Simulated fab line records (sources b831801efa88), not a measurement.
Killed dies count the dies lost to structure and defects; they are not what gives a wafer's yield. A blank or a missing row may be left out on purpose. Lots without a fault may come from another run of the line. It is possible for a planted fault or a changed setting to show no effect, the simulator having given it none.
Which of the tools did it? -- flow sky130 -- 12 lots with 36 wafers sampled at 5 steps, on a route of 708 steps

== WHAT THE GAUGES SHOWED, per wafer ==
SKY_VT_ADJUST_NCORE_CD_MEAS_07: the cd target is 380 nm. Usual: cd nm reads 379.6 nm (standard deviation 2.1).
lot,measured,on,cd nm (nm),flag
L898,day 8 10:38,cd sem-02,377.6 378.2 377.7,
L900,day 9 05:11,cd sem-02,379.8 381.1 381.2,
L902,day 9 15:14,cd sem-02,383.9 385.2 383.7,
L903,day 10 03:28,cd sem-02,382.5 380.3 380.9,
L904,day 10 05:37,cd sem-02,377.2 379.2 378.4,
L905,day 10 13:28,cd sem-02,381.1 382.7 381.9,
L913,day 13 04:08,cd sem-01,370.2 366.3 368.4 370.5 366.0 368.6,OFF
L914,day 13 11:55,cd sem-02,364.1 368.7 364.2 363.8 368.7 364.1,OFF
L916,day 13 22:01,cd sem-02,379.6 377.8 378.3,
L917,day 14 08:56,cd sem-02,382.9 380.9 382.5,
L920,day 15 21:10,cd sem-02,381.7 380.1 380.6,
L921,day 15 21:40,cd sem-02,376.9 376.3 378.5,

SKY_LI_CONTACT_OVL_MEAS_13. Usual: LI_CONTACT_OVL gives -1 nm (standard deviation 5.8).
lot,measured,on,LI_CONTACT_OVL (nm),flag
L898,day 29 00:23,overlay-02,8 -2 13,
L900,day 29 16:03,overlay-02,9 5 -2,
L902,day 30 10:06,overlay-02,2 1 3,
L903,day 31 02:57,overlay-01,10 7 4,
L904,day 31 16:46,overlay-02,-1 -2 1,
L905,day 31 17:45,overlay-02,-9 -4 -1,
L913,day 34 08:28,overlay-02,-7 -4 -10,
L914,day 34 14:15,overlay-01,3 -5 -8,
L916,day 35 06:38,overlay-01,1 -10 -11,
L917,day 35 15:11,overlay-01,-1 -3 7,
L920,day 37 03:05,overlay-01,-1 9 6,
L921,day 37 02:45,overlay-02,-6 2 -5,

== WHAT TOOL EACH LOT RAN ON (gives the tool, then ch and the chambers of the sampled wafers, and finally the start) ==
lot,SKY_DNWELL_STRIP_08,SKY_VT_ADJUST_NCORE_DEVELOP_06,SKY_VT_ADJUST_NCORE_STRIP_10
L898,"plasma asher-01 ch 0,1, day 3 02:35","litho track-04 ch 0, day 8 10:29","plasma asher-02 ch 0,1, day 8 11:01"
L900,"plasma asher-04 ch 0,1, day 3 16:05","litho track-01 ch 0, day 9 05:03","plasma asher-03 ch 0,1, day 9 05:29"
L902,"plasma asher-03 ch 0, day 4 00:08","litho track-04 ch 0, day 9 15:05","plasma asher-02 ch 0,1, day 9 15:32"
L903,"plasma asher-04 ch 0,1, day 4 05:31","litho track-03 ch 0, day 10 03:19","plasma asher-02 ch 0,1, day 10 03:46"
L904,"plasma asher-03 ch 1, day 4 10:43","litho track-01 ch 0, day 10 05:28","plasma asher-04 ch 0,1, day 10 05:56"
L905,"plasma asher-03 ch 0,1, day 4 17:46","litho track-03 ch 0, day 10 13:19","plasma asher-03 ch 0,1, day 10 13:46"
L913,"plasma asher-01 ch 0,1, day 6 16:26","litho track-03 ch 0, day 13 03:59","plasma asher-03 ch 0,1, day 13 07:43"
L914,"plasma asher-04 ch 0,1, day 6 23:16","litho track-03 ch 0, day 13 11:46","plasma asher-02 ch 0,1, day 13 16:16"
L916,"plasma asher-01 ch 1, day 7 08:40","litho track-01 ch 0, day 13 21:52","plasma asher-03 ch 0,1, day 13 22:20"
L917,"plasma asher-03 ch 0,1, day 7 12:52","litho track-04 ch 0, day 14 08:47","plasma asher-02 ch 0,1, day 14 09:14"
L920,"plasma asher-04 ch 1, day 8 15:43","litho track-01 ch 0, day 15 21:01","plasma asher-03 ch 0, day 15 21:29"
L921,"plasma asher-01 ch 0,1, day 8 16:06","litho track-04 ch 0, day 15 21:32","plasma asher-04 ch 0,1, day 15 21:58"
- SKY_DNWELL_STRIP_08: strips in O2/N2.
- SKY_VT_ADJUST_NCORE_DEVELOP_06: develop time 60 s.
- SKY_VT_ADJUST_NCORE_STRIP_10: strips in O2/N2.

== AS READ BY THE TOOLS THEMSELVES (means over the sampled wafers that have a number; for cases with no such wafer, the mark the record gives instead) ==
SKY_DNWELL_STRIP_08. Usual: drypump motor current A 5.8 A, standard deviation 0.45; oes product au 0.722 a.u., standard deviation 0.0043; strip time to endpoint s 36.97 s, standard deviation 0.099.
lot,tool,drypump motor current A (A),oes product au (a.u.),strip time to endpoint s (s),flag
L898,plasma asher-01,5.2,0.721,37.11,
L900,plasma asher-04,6.1,0.724,36.92,
L902,plasma asher-03,5.9,0.722,36.84,
L903,plasma asher-04,6.0,0.722,37.17,
L904,plasma asher-03,6.5,0.725,37.09,
L905,plasma asher-03,6.1,0.720,36.99,
L913,plasma asher-01,5.2,0.721,36.97,
L914,plasma asher-04,6.0,0.727,36.87,
L916,plasma asher-01,5.2,0.724,36.91,
L917,plasma asher-03,6.3,0.719,36.98,
L920,plasma asher-04,6.0,0.720,37.06,
L921,plasma asher-01,5.2,0.720,36.86,

SKY_VT_ADJUST_NCORE_STRIP_10. Usual: drypump motor current A 6.0 A, standard deviation 0.31; oes product au 0.715 a.u., standard deviation 0.0045; strip time to endpoint s 14.17 s, standard deviation 0.048.
lot,tool,drypump motor current A (A),oes product au (a.u.),strip time to endpoint s (s),flag
L898,plasma asher-02,5.7,0.716,14.15,
L900,plasma asher-03,6.3,0.714,14.15,
L902,plasma asher-02,5.7,0.711,14.12,
L903,plasma asher-02,5.7,0.712,14.18,
L904,plasma asher-04,6.0,0.716,14.21,
L905,plasma asher-03,6.1,0.713,14.16,
L913,plasma asher-03,6.1,0.717,14.12,
L914,plasma asher-02,5.6,0.713,14.13,
L916,plasma asher-03,6.3,0.715,14.18,
L917,plasma asher-02,5.6,0.715,14.12,
L920,plasma asher-03,5.9,0.713,14.17,
L921,plasma asher-04,6.0,0.714,14.13,

== THE ANSWER, worked out from the rows above alone ==
Rule: lot off if the mean of its wafers having a number is beyond 3 standard deviations from the usual mean. Also off: a lot with no number at a reading for which 4 or more lots have one. Where the step has rows for the other lots, those lots are counted as sound. The gauges are gone through in route order, then the tools' own readings, and for those a lot's mean is taken as printed above. The first step at which some lot is off is used, and at that step the reading that is off furthest; a lot without a number counts as furthest.
Off at SKY_VT_ADJUST_NCORE_CD_MEAS_07 (cd nm): L913, L914.
If a tool, at a process step before that reading, ran all the lots that are off and no sound lot after the first of them, it fits. Those tools and the gauges at SKY_VT_ADJUST_NCORE_CD_MEAS_07 are tried in the same way. One candidate fits, namely litho track-03 at SKY_VT_ADJUST_NCORE_DEVELOP_06. Its last sound lot is L905 (day 10 13:19), its first lot that is off L913 (day 13 03:59): a fault that began between those two fits.

== WHAT HAD BEEN PUT IN BY THE SIMULATOR ==
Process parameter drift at SKY_VT_ADJUST_NCORE_DEVELOP_06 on litho track-03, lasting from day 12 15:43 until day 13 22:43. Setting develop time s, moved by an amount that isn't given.
Struck lots among those shown: L913, L914. Same finding as the rule above.
